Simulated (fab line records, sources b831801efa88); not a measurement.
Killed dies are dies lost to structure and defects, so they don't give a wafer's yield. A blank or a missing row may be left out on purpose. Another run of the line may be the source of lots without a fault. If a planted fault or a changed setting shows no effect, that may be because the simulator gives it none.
A lot that was struck, set against a sound lot    flow sky130    44 steps out of a route of 708
Sound: wafers L688.1, L688.4, L688.5. Struck: wafer L690.4 (left out: L690.2, L690.5 of the same lot, which were not struck); the cause appears at the end.
At each step with rows: each side's tool, then ch and its chambers, then its first start. Under that, the readings that differ: sound wafers    struck wafers    difference of the means    sigmas: that difference in standard deviations of wafers without a fault.
alike: words and numbers the same on both sides, and readings whose means are apart by under 2 such deviations; not compared: readings that were withheld, readings missing a value for some wafer, numbers with overlapping values and no deviation given by the record, and bounds like >300 which may hide the same value.
The two part at a step that has a row with sigmas, a row that says differs or no value, or rows on one side only. Numbers that have no deviation but don't overlap get no sigmas and don't part them. Lack of a reading on every wafer of one side parts them only where that side has two or more wafers.

first, 2 steps without rows for these wafers: SKY_LOCAL_INTERCONNECT_PEB_09; SKY_LOCAL_INTERCONNECT_DEVELOP_10 (develop time 60 s).
SKY_LOCAL_INTERCONNECT_CD_MEAS_11 targets a cd of 170 nm.
  sound: cd-sem-02 at day 33 03:22; struck: cd-sem-02 at day 33 06:52
  alike: cd-nm
SKY_LOCAL_INTERCONNECT_OVL_MEAS_12:
  sound: overlay-02 at day 33 03:29; struck: overlay-01 at day 33 06:58
  alike: LOCAL_INTERCONNECT_OVL
SKY_LOCAL_INTERCONNECT_ETCH_13: etches BARC in N2/H2, stops on SiO2, time 45.9 s, target depth 60 nm.
  sound on rie-metal-04 ch 1, day 33 03:31; struck on rie-metal-01 ch 0, day 33 07:00
  alike: drypump-motor-current-A, he-backside-leak-sccm, oes-product-au, throttle-valve-pct
  not compared: rf-hours-counter-h
then, 6 steps without rows for these wafers: SKY_LOCAL_INTERCONNECT_METAL_ETCH_14 (etches TiN in Cl2/BCl3, stops on PSG, target depth 110 nm, time 31.4 s); SKY_LOCAL_INTERCONNECT_STRIP_15 (strips in O2/N2); SKY_LOCAL_INTERCONNECT_STRIP_16 (strips in post etch residue remover, time 1247 s); SKY_LOCAL_INTERCONNECT_CLEAN_17 (cleans in IPA, time 180 s); SKY_LOCAL_INTERCONNECT_CLEAN_18 (cleans in O3/DIW); SKY_CONTACT_CVD_00 (deposits Si3N4, target thk 75 nm).
SKY_CONTACT_THK_MEAS_01:
  sound: film-metro-02 at day 33 04:18; struck: film-metro-02 at day 33 07:46
  alike: CONTACT_CVD_00_THK
SKY_CONTACT_HDPCVD_02: deposits SiO2, target thk 565 nm, time 94.2 s.
  sound on hdpcvd-01 ch 1,2, day 33 04:22; struck on hdpcvd-02 ch 2, day 33 07:49
reading                                      sound          struck  difference  sigmas
model.SiO2_of_CONTACT_HDPCVD_02.thk-nm (nm)  548 564 550.2  275.4   -278.7      
  alike: susceptor-temp-C
SKY_CONTACT_THK_MEAS_03:
  sound: film-metro-03 at day 33 04:26; struck: film-metro-04 at day 33 07:53
reading                  sound        struck  difference  sigmas
CONTACT_HDPCVD_THK (nm)  548 564 550  275     -279        -44
SKY_CONTACT_CMP_04: polishes SiO2.
  sound on cmp-02 ch 1,2, day 33 04:32; struck on cmp-02 ch 0, day 33 07:59
reading                 sound     struck  difference  sigmas
time-to-endpoint-s (s)  76 84 79  45      -35         -8
  alike: motor-current-A
SKY_CONTACT_BOW_MEAS_05:
  sound: film-metro-03 at day 33 04:47; struck: film-metro-03 at day 33 08:16
  alike: CONTACT_BOW
then, 8 steps without rows for these wafers: SKY_CONTACT_DEHYDRATE_06 (time 60 s); SKY_CONTACT_HMDS_07 (prime time 60 s); SKY_CONTACT_COAT_08 (resist thk 60 nm); SKY_CONTACT_COAT_09 (resist thk 450 nm); SKY_CONTACT_SOFTBAKE_10 (time 90 s); SKY_CONTACT_EXPOSE_11 (exposes mask CTM1, target cd 170 nm); SKY_CONTACT_PEB_12; SKY_CONTACT_DEVELOP_13 (develop time 60 s).
SKY_CONTACT_CD_MEAS_14 targets a cd of 170 nm.
  sound: cd-sem-01 at day 34 07:45; struck: cd-sem-01 at day 34 11:26
reading     sound              struck  difference  sigmas
cd-nm (nm)  169.4 169.0 170.3  172.4   +2.8        +2
SKY_CONTACT_OVL_MEAS_15:
  sound: overlay-02 at day 34 07:52; struck: overlay-01 at day 34 11:32
  alike: CONTACT_OVL
then, 1 step without rows for these wafers: SKY_CONTACT_ETCH_16 (etches BARC in N2/H2, stops on SiO2, time 45.9 s, target depth 60 nm).
SKY_CONTACT_ETCH_17: etches SiO2 in C4F8/O2/Ar, stops on Si3N4, target depth 340 nm.
  sound on rie-diel-03 ch 0,1, day 34 07:57; struck on rie-diel-03 ch 0, day 34 11:37
reading                              sound              struck  difference  sigmas
oes-product-au (a.u.)                0.892 0.898 0.895  0.797   -0.098      -21
model.CONTACT.feature-depth-nm (nm)  340.2 340.5 341.6  276.3   -64.5       
model.etch.depth-nm (nm)             339.2 339.6 340.7  275.4   -64.4       
SKY_CONTACT_ETCH_18: etches Si3N4 in CHF3/O2, stops on TiN, time 39 s, target depth 75 nm.
  sound on rie-diel-03 ch 0,1; struck on rie-diel-03 ch 0
  alike: O2_flow_sccm, drypump-motor-current-A, oes-product-au, throttle-valve-pct
  not compared: rf-hours-counter-h
SKY_CONTACT_STRIP_19: strips in O2/N2.
  sound on plasma-asher-04 ch 0,1, day 34 08:02; struck on plasma-asher-03 ch 1, day 34 11:42
  alike: drypump-motor-current-A, o2-flow-sccm, oes-product-au, strip-time-to-endpoint-s
  not compared: rf-hours-counter-h
then, 3 steps without rows for these wafers: SKY_CONTACT_STRIP_20 (strips in post etch residue remover, time 1200 s); SKY_CONTACT_CLEAN_21 (cleans in IPA, time 180 s); SKY_CONTACT_CLEAN_22 (cleans in O3/DIW).
SKY_CONTACT_SPUTTER_23: material TiN, target thk 20 nm, time 80 s.
  sound: pvd-sputter-03 at day 34 08:38; struck: pvd-sputter-04 at day 34 12:17
reading                 sound           struck  difference  sigmas
throttle-valve-pct (%)  32.2 30.0 32.4  29.2    -2.3        -2
then, 1 step without rows for these wafers: SKY_CONTACT_CVD_24 (deposits W, target thk 340 nm, time 102.12 s).
SKY_CONTACT_RS_MEAS_25: uses a four-point probe to measure.
  sound: film-metro-04 at day 34 08:48; struck: film-metro-03 at day 34 12:32
  alike: CONTACT_W_RS
SKY_CONTACT_THK_MEAS_26: measures by xrf.
  sound: film-metro-04 at day 34 08:55; struck: film-metro-03 at day 34 12:38
  alike: CONTACT_W_THK
then, 4 steps without rows for these wafers: SKY_CONTACT_CMP_27 (polishes, stops on SiO2, t overpolish 15 s, target thk 0 nm); SKY_METAL1_SPUTTER_00 (material Ti, target thk 15 nm, time 10 s); SKY_METAL1_SPUTTER_01 (material TiN, target thk 20 nm, time 16.7 s); SKY_METAL1_SPUTTER_02 (material AlCu, target thk 250 nm, time 13.3 s).
SKY_METAL1_SPUTTER_03: material Ti, target thk 5 nm, time 3.3 s.
  sound: pvd-sputter-01 at day 34 09:21; struck: pvd-sputter-04 at day 34 13:04
  alike: throttle-valve-pct
SKY_METAL1_METAL_ETCH_19: etches the open film in Cl2/BCl3, stops on SiO2, target depth 360 nm, time 78 s.
  sound on rie-metal-01 ch 1, day 35 12:59; struck on rie-metal-04 ch 0, day 35 16:26
reading                                      sound                 struck  difference  sigmas
he-backside-leak-sccm (sccm)                 3.65 3.71 3.40        3.11    -0.48       -3
throttle-valve-pct (%)                       22.260 22.269 22.255  22.241  -0.020      -2
model.SiO2_of_CONTACT_HDPCVD_02.thk-nm (nm)  325.4 325.7 326.9     261.4   -64.6       
  alike: drypump-motor-current-A, oes-product-au
  not compared: rf-hours-counter-h
-- the record jumps here: 13 days lie between the struck wafers' starts before and after (it left off in module METAL1 and takes up again in module PAD_OPEN, whose first step shown is number 708 of the route) --
SKY_PAD_OPEN_PROBE_99:
  sound: prober-01 at day 48 04:11; struck: prober-01 at day 48 06:15
reading                                sound                 struck  difference  sigmas
model.etest.met1-comb.leak-log10-a-um  -12.12 -11.99 -11.94  -7.195  +4.822      

WHERE THEY PART
First at SKY_CONTACT_THK_MEAS_03; last, within this record, at SKY_METAL1_METAL_ETCH_19.

WHY: what the simulator had put in
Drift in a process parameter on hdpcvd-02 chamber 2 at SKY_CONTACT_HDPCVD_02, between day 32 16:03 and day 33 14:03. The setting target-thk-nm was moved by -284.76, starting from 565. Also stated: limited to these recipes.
